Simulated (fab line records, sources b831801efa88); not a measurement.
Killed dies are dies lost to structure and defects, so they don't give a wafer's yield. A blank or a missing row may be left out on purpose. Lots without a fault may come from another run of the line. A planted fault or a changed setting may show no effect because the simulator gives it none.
A struck lot beside a sound one | flow sky130 | 32 steps out of a route of 708
Sound: wafers L664.1, L664.2, L664.4. Struck: wafers L670.1, L670.2, L670.5. The cause comes at the end.
At each step with rows: each side's tool, then ch and its chambers, then its first start. Under that, the readings that differ: sound wafers | struck wafers | difference of the means | sigmas: that difference in standard deviations of wafers without a fault.
alike: readings whose means differ by less than 2 such deviations, and words and numbers that are the same on both sides. not compared: withheld readings, readings that some wafer has no value for, bounds like >300 that may hide the same value, and numbers for which the record gives no deviation and whose values overlap.
The two part at a step that has a row with sigmas, a row that says differs or no value, or rows on one side only. Numbers that don't overlap but have no deviation are shown without sigmas and don't part them. A reading that every wafer of one side lacks parts them only if that side has two wafers or more.

first, 1 step without rows for these wafers: SKY_CONTACT_ETCH_18 (etches Si3N4 in CHF3/O2, stops on TiN, time 39 s, target depth 75 nm).
SKY_CONTACT_STRIP_19: strips in O2/N2.
  sound on plasma_asher-01 ch 0,1, day 31 14:53; struck on plasma_asher-01 ch 0,1, day 33 23:26
  alike: drypump_motor_current_A, oes_product_au, strip_time_to_endpoint_s
  not compared: rf_hours_counter_h
then, 4 steps without rows for these wafers: SKY_CONTACT_STRIP_20 (strips in post etch residue remover, time 1200 s); SKY_CONTACT_CLEAN_21 (cleans in IPA, time 180 s); SKY_CONTACT_CLEAN_22 (cleans in O3/DIW); SKY_CONTACT_SPUTTER_23 (material TiN, target thk 20 nm, time 80 s).
SKY_CONTACT_CVD_24: deposits W, target thk 340 nm, time 102.12 s.
  sound on cvd_w-02 ch 0,1, day 31 15:35; struck on cvd_w-02 ch 0,1, day 34 00:12
  alike: heater_power_w
SKY_CONTACT_RS_MEAS_25: measures by four-point-probe.
  sound on film_metro-04, day 31 15:41; struck on film_metro-04, day 34 00:19
  alike: CONTACT_W_RS
SKY_CONTACT_THK_MEAS_26: measures by xrf.
  sound on film_metro-04, day 31 15:49; struck on film_metro-04, day 34 00:26
  alike: CONTACT_W_THK
then, 3 steps without rows for these wafers: SKY_CONTACT_CMP_27 (polishes, stops on SiO2, t overpolish 15 s, target thk 0 nm); SKY_METAL1_SPUTTER_00 (material Ti, target thk 15 nm, time 10 s); SKY_METAL1_SPUTTER_01 (material TiN, target thk 20 nm, time 16.7 s).
SKY_METAL1_SPUTTER_02: material AlCu, target thk 250 nm, time 13.3 s.
  sound on pvd_sputter-03, day 31 16:13; struck on pvd_sputter-02, day 34 00:50
  reading                                     | sound             | struck          | difference | sigmas
  model.AlCu_of_METAL1_SPUTTER_02.thk_nm (nm) | 246.6 246.7 252.2 | 447 445.1 448.4 | +198       |
  alike: chamber_pressure_pa, throttle_valve_pct
SKY_METAL1_SPUTTER_03: material Ti, target thk 5 nm, time 3.3 s.
  sound on pvd_sputter-03, day 31 16:14; struck on pvd_sputter-02, day 34 00:52
  reading                  | sound                | struck               | difference | sigmas
  chamber_pressure_pa (Pa) | 0.3995 0.3993 0.3994 | 0.4012 0.4009 0.4011 | +0.0017    | +2
  alike: throttle_valve_pct
SKY_METAL1_SPUTTER_04: material TiN, target thk 70 nm, time 58.3 s.
  sound on pvd_sputter-03, day 31 16:16; struck on pvd_sputter-02, day 34 00:53
  alike: chamber_pressure_pa, throttle_valve_pct
SKY_METAL1_RS_MEAS_05: measures by four-point-probe.
  sound on film_metro-04, day 31 16:19; struck on film_metro-04, day 34 00:55
  reading                 | sound                | struck               | difference | sigmas
  METAL1_ALCU_RS (ohm/sq) | 0.1287 0.1287 0.1260 | 0.0701 0.0705 0.0699 | -0.0576    | -34
SKY_METAL1_THK_MEAS_06: measures by xrf.
  sound on film_metro-04, day 31 16:26; struck on film_metro-04, day 34 01:02
  reading              | sound       | struck      | difference | sigmas
  METAL1_ALCU_THK (nm) | 246 246 251 | 447 441 446 | +197       | +52
then, 8 steps without rows for these wafers: SKY_METAL1_DEHYDRATE_07 (time 60 s); SKY_METAL1_HMDS_08 (prime time 60 s); SKY_METAL1_COAT_09 (resist thk 60 nm); SKY_METAL1_COAT_10 (resist thk 450 nm); SKY_METAL1_SOFTBAKE_11 (time 90 s); SKY_METAL1_EXPOSE_12 (exposes mask MM1, target cd 140 nm); SKY_METAL1_PEB_13; SKY_METAL1_DEVELOP_14 (develop time 60 s).
SKY_METAL1_CD_MEAS_15: target cd 140 nm.
  sound on cd_sem-02, day 32 18:55; struck on cd_sem-02, day 35 03:55
  alike: cd_nm
SKY_METAL1_OVL_MEAS_16:
  sound on overlay-02, day 32 19:02; struck on overlay-01, day 35 04:02
  alike: METAL1_OVL
then, 2 steps without rows for these wafers: SKY_METAL1_DESCUM_17 (chemistry O2, time 8 s); SKY_METAL1_ETCH_18 (etches BARC in N2/H2, stops on SiO2, time 45.9 s, target depth 60 nm).
SKY_METAL1_METAL_ETCH_19: etches the open film in Cl2/BCl3, stops on SiO2, target depth 360 nm, time 78 s.
  sound on rie_metal-04 ch 0,1, day 32 19:10; struck on rie_metal-04 ch 0,1, day 35 04:10
  reading               | sound             | struck            | difference | sigmas
  oes_product_au (a.u.) | 0.852 0.845 0.850 | 1.004 1.031 1.001 | +0.163     | +27
  alike: drypump_motor_current_A, mfc_cl2_sccm, throttle_valve_pct
  not compared: rf_hours_counter_h
SKY_METAL1_STRIP_20: strips in O2/N2.
  sound on plasma_asher-04 ch 0,1, day 32 19:16; struck on plasma_asher-04 ch 0,1, day 35 04:16
  alike: drypump_motor_current_A, oes_product_au, strip_time_to_endpoint_s
  not compared: rf_hours_counter_h
-- the record jumps here: 13 days lie between the struck wafers' starts before and after (it left off in module METAL1 and takes up again in module PAD_OPEN, whose first step shown is number 708 of the route) --
SKY_PAD_OPEN_PROBE_99:
  sound on prober-02, day 45 23:37; struck on prober-01, day 47 17:58
  reading                  | sound          | struck         | difference | sigmas
  defect_limited_yield (%) | 82.1 80.7 81.3 | 0 0 0          | -81        | -43
  killed_at_M0_to_M3       | 46 50 49       | 448 456 439    | +399       | +53
  killed_dies              | 88 95 92       | 492 492 492    | +400       | +43
  killed_on_rim            | 15 16 17       | 96 96 96       | +80        | +24
  sort_bin_5_function (%)  | 10.2 11.6 11.6 | 93.3 94.9 92.5 | +82.4      | +59
  sort_n_pass              | 404 397 400    | 0 0 0          | -400       | -43
  sort_yield_pct (%)       | 82.1 80.7 81.3 | 0 0 0          | -81        | -43
  alike: killed_at_M4_up, killed_at_contacts, killed_at_front_end, killed_at_other, killed_open, killed_short, sort_bin_3_pad_short, sort_bin_6_memory

WHERE THEY PART
First at SKY_METAL1_SPUTTER_03; last, within this record, at SKY_PAD_OPEN_PROBE_99.

WHY: what the simulator had put in
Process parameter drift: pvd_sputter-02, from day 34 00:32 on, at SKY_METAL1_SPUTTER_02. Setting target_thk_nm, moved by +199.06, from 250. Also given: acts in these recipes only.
